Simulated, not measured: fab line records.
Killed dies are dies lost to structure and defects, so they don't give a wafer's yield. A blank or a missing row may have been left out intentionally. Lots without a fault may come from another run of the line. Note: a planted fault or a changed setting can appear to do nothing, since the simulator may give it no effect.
8D (eight disciplines) problem report, filled in by code ; flow gf180mcu ; the parts of the form that need people (team, actions taken, sign-off) are left out

## 1. THE ISSUE
Across 3 wafers from 3 lots, V4_W_RS at GF_V4_RS_MEAS_24 averages 0.191 ohm/sq, while fault-free wafers read 0.325 ohm/sq with a standard deviation of 0.0038. That puts it -35 standard deviations away from the usual mean.
The step: measures by four-point-probe.
First seen on wafer L602.6, day 30 07:19, on film-metro-03. The record holds 32 wafers of 11 lots with a number at this step. By rule, "out" or "out of limits" means more than 4 standard deviations away from the usual mean. Any other wafer with a number is counted as sound.

## 2. WHAT IT IS; WHAT IT IS NOT
question;is;is not
which readings at this step;V4_W_RS;-
which lots;L602, L606, L607;L584, L588, L589, L590, L593, L595, L596, L597
which wafers of those lots;L602.6, L606.5, L607.6;L602.1, L602.2, L606.1, L606.4, L607.1
read on which gauges;film-metro-03, film-metro-04;film-metro-01
when;from day 30 07:19;"up to then (26 sound wafers); but 3 sound wafers of L606, L607 came after"

## 3. SUSPECTS, AND WHAT RULES EACH OUT
Counting: a tool at a process step up to the reading stays a suspect if it ran every lot that is out. Sound lots after the first of them don't rule it out here, since some wafers of a struck lot are sound.
- the gauge at GF_V4_RS_MEAS_24 is ruled out. 2 gauges (film-metro-03, film-metro-04) read the wafers that are out.
- cvd-w-01 at GF_V4_CVD_23 (deposits W, target thk 350 nm, time 104.9 s): kept. Ran every lot that is out, first one L602 (day 30 07:13); last sound lot up to then L597 (day 28 18:39).
After counting, what remains is cvd-w-01 at GF_V4_CVD_23.

## 4. THE CAUSE (what the simulator had put in)
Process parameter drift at GF_V4_CVD_23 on cvd-w-01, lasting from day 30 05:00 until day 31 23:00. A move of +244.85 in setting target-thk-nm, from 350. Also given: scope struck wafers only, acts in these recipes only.
Counting left only this tool.

## 5. THE EFFECT CHAIN, in route order
Each row: a reading where the mean over the struck wafers with a number is more than 3 standard deviations away from the usual. Scope: only readings with a usual standard deviation given in the record; hours: median across lots of the time from each lot's start at the first step in this table that gives one to its start at this step; sigmas: change in usual standard deviations.
hours;step;reading;usual;on struck wafers;change;sigmas
0;GF_V4_RS_MEAS_24;V4_W_RS;0.325 ohm/sq;0.191;-0.134;-35
0;GF_V4_CMP_26;time-to-endpoint-s;85.2 s;146.1;+60.9;+20
Its process steps:
- GF_V4_CMP_26: polishes, stops on SiO2, t overpolish 15 s, target thk 0 nm.
Readings that are blank on the struck wafers while sound wafers have them: V4_W_THK at GF_V4_THK_MEAS_25.

## 6. HOW IT WOULD HAVE BEEN CAUGHT EARLIER
In this record the first reading out of limits at a measuring or inspecting step was taken at day 30 07:19, 2 hours after the fault began at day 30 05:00.
Tool readings at GF_V4_CVD_23 with a usual standard deviation given in the record: none out on any struck wafer, hence no alarm at a limit of 4 standard deviations on them.
Lots out: 3; of these, L606, L607 started GF_V4_CVD_23 on cvd-w-01 after day 30 07:19. A hold on the tool at that time would have spared those 2.
